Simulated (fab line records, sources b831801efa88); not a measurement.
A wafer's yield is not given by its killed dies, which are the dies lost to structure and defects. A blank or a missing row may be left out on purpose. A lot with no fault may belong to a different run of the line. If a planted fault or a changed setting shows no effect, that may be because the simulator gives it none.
Comparing a struck lot with a sound one || flow sky130 || 20 out of 708 route steps
Sound: wafers L329.2, L329.4, L329.5. Wafers L335.3, L335.4, L335.6 were the ones struck. At the end, the cause is stated.
Order at every step that has rows: each side's tool, ch and its chambers, its first start. Under that, the readings that differ: sound wafers || struck wafers || difference of the means || sigmas: that difference in standard deviations of wafers without a fault.
alike: same words and numbers on both sides, and readings whose means sit less than 2 such deviations apart. not compared: any withheld reading, any reading some wafer has no value for, any bound like >300 that may hide the same value, and any number with overlapping values for which the record gives no deviation.
A row with sigmas, a row that says differs or no value, or rows on one side alone: a step with any of these is where the two part. Numbers that don't overlap but have no deviation are shown without sigmas and don't part them. Lack of a reading on every wafer of one side parts them only where that side has two or more wafers.

first, 2 steps without rows for these wafers: SKY_GATE_OXIDE_IMPLANT_11; SKY_GATE_OXIDE_WET_ETCH_12 (etches SiO2 in dHF, target depth 16.8 nm, time 336 s).
SKY_GATE_OXIDE_STRIP_13: strips in O2/N2.
  sound on plasma-asher-01 ch 0,1, day 17 05:40; struck on plasma-asher-01 ch 0,1, day 18 22:06
  alike: drypump-motor-current-A, oes-product-au, strip-time-to-endpoint-s
  not compared: rf-hours-counter-h
SKY_GATE_OXIDE_TW_MEAS_14:
  sound on film-metro-03, day 17 05:46; struck on film-metro-02, day 18 22:11
  alike: GATE_OXIDE_TW
then, 3 steps without rows for these wafers: SKY_GATE_OXIDE_CLEAN_15 (cleans in SC1/SC2, time 150 s); SKY_GATE_OXIDE_OXIDATION_16 (stabilise 600 s, purge 300 s, target thk 3.57 nm); SKY_POLY_GATE_CVD_00 (deposits poly-Si, target thk 180 nm, time 720 s).
SKY_POLY_GATE_THK_MEAS_01:
  sound on film-metro-02, day 17 10:02; struck on film-metro-02, day 19 03:05
{"reading": "POLY_GATE_CVD_00_THK (nm)", "sound": "180.9 181.3 181.6", "struck": "179.7 178.1 178.2", "difference": -2.6, "sigmas": -2}
then, 4 steps without rows for these wafers: SKY_RES_PROTECT_DEHYDRATE_00 (time 60 s); SKY_RES_PROTECT_HMDS_01 (prime time 60 s); SKY_RES_PROTECT_COAT_02 (resist thk 1140 nm); SKY_RES_PROTECT_SOFTBAKE_03 (time 60 s).
SKY_RES_PROTECT_EXPOSE_04: exposes mask RPM, target cd 1270 nm.
  sound on iline-stepper-02 ch 0, day 18 01:17; struck on iline-stepper-02 ch 0, day 19 18:26
{"reading": "mask", "sound": "RPM#0 RPM#0 RPM#0", "struck": "TUNM#0 TUNM#0 TUNM#0", "difference": "differs", "sigmas": ""}
  alike: exposure-dose-mJ-cm2, focus-offset-nm, stage-vel-mm-s
then, 3 steps without rows for these wafers: SKY_RES_PROTECT_PEB_05; SKY_RES_PROTECT_DEVELOP_06 (develop time 60 s); SKY_POLY_GATE_IMPLANT_02.
SKY_RES_PROTECT_STRIP_07: strips in O2/N2.
  sound on plasma-asher-03 ch 0,1, day 18 14:59; struck on plasma-asher-03 ch 0,1, day 20 10:26
  alike: drypump-motor-current-A, oes-product-au, strip-time-to-endpoint-s
  not compared: rf-hours-counter-h
SKY_RES_PROTECT_TW_MEAS_08:
  sound on film-metro-02, day 18 15:05; struck on film-metro-01, day 20 10:31
{"reading": "POLY_GATE_TW", "sound": "3978 4016 3992", "struck": "30 30 30", "difference": -3965, "sigmas": "-99 or more"}
then, 1 step without rows for these wafers: SKY_RES_PROTECT_CLEAN_09 (cleans in SC1/SC2, time 150 s).
-- here the record skips 29 days between the struck wafers' starts before and after, leaving off in module RES_PROTECT and picking up in module PAD_OPEN (first step shown: number 708 of the route) --
SKY_PAD_OPEN_PROBE_99:
  sound on prober-01, day 48 06:05; struck on prober-02, day 49 05:10
  alike: killed_at_M0_to_M3, killed_at_M4_up, killed-at-contacts, killed-at-front-end, killed-at-other, killed-dies, killed-open, killed-short

WHERE THEY PART
First at SKY_POLY_GATE_THK_MEAS_01; last, within this record, at SKY_RES_PROTECT_TW_MEAS_08. Later steps at which nothing parts them and some readings are alike: SKY_PAD_OPEN_PROBE_99.

WHY: what the simulator had put in
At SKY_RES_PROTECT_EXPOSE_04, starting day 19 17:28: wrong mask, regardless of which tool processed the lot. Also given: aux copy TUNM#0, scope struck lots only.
